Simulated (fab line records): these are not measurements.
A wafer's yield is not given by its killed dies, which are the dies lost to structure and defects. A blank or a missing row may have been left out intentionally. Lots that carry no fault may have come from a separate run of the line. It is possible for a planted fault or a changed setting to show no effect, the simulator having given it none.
Chamber matching || flow sky130 || rie si-01 running SKY_FIELD_ISO_ETCH_17: 4 sister chambers
The step etches Si in HBr/Cl2/O2, target depth 342 nm, time 97.7 s. 4 wafers are shown with their chamber, then 7 later ones without.

## EACH WAFER AND ITS CHAMBER
{"wafer": "L740.1", "chamber": 3, "drypump motor current A (A)": 5.8}
{"wafer": "L741.6", "chamber": 0, "drypump motor current A (A)": 6.0}
{"wafer": "L744.1", "chamber": 2, "drypump motor current A (A)": 4.7}
{"wafer": "L744.5", "chamber": 1, "drypump motor current A (A)": 6.0}

## WAFERS WITH NO CHAMBER GIVEN
{"wafer": "L744.6", "drypump motor current A (A)": 5.9}
{"wafer": "L750.1", "drypump motor current A (A)": 5.9}
{"wafer": "L750.2", "drypump motor current A (A)": 4.7}
{"wafer": "L750.3", "drypump motor current A (A)": 5.9}
{"wafer": "L752.1", "drypump motor current A (A)": 6.0}
{"wafer": "L752.2", "drypump motor current A (A)": 5.9}
{"wafer": "L752.5", "drypump motor current A (A)": 4.7}

## THE CHAMBER EACH PASSED THROUGH
{"wafer": "L744.6", "from the rows above": "can't be placed: 0 or 1 or 3", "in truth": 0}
{"wafer": "L750.1", "from the rows above": "can't be placed: 0 or 1 or 3", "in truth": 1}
{"wafer": "L750.2", "from the rows above": 2, "in truth": 2}
{"wafer": "L750.3", "from the rows above": "can't be placed: 0 or 1 or 3", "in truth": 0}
{"wafer": "L752.1", "from the rows above": "can't be placed: 0 or 1", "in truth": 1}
{"wafer": "L752.2", "from the rows above": "can't be placed: 0 or 1 or 3", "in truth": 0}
{"wafer": "L752.5", "from the rows above": 2, "in truth": 2}
2 of 7 placed correctly. Cannot be placed on the basis of these rows: 5; the candidates contain the true chamber in 5. Placed wrongly: 0.
How it was worked out, from the rows above alone: a wafer's distance from a chamber is the root of the sum, over the readings, of the square of ((its reading less the chamber's mean) divided by the reading's scatter). If the next closest chamber is less than 2 further off than the closest, the wafer can't be placed; otherwise it belongs to the closest. For every chamber, the mean is computed from those of its wafers that are shown. The scatter (one wafer shown for each chamber): square how far every hidden wafer sits from the nearest shown wafer, average those squares and take the square root.
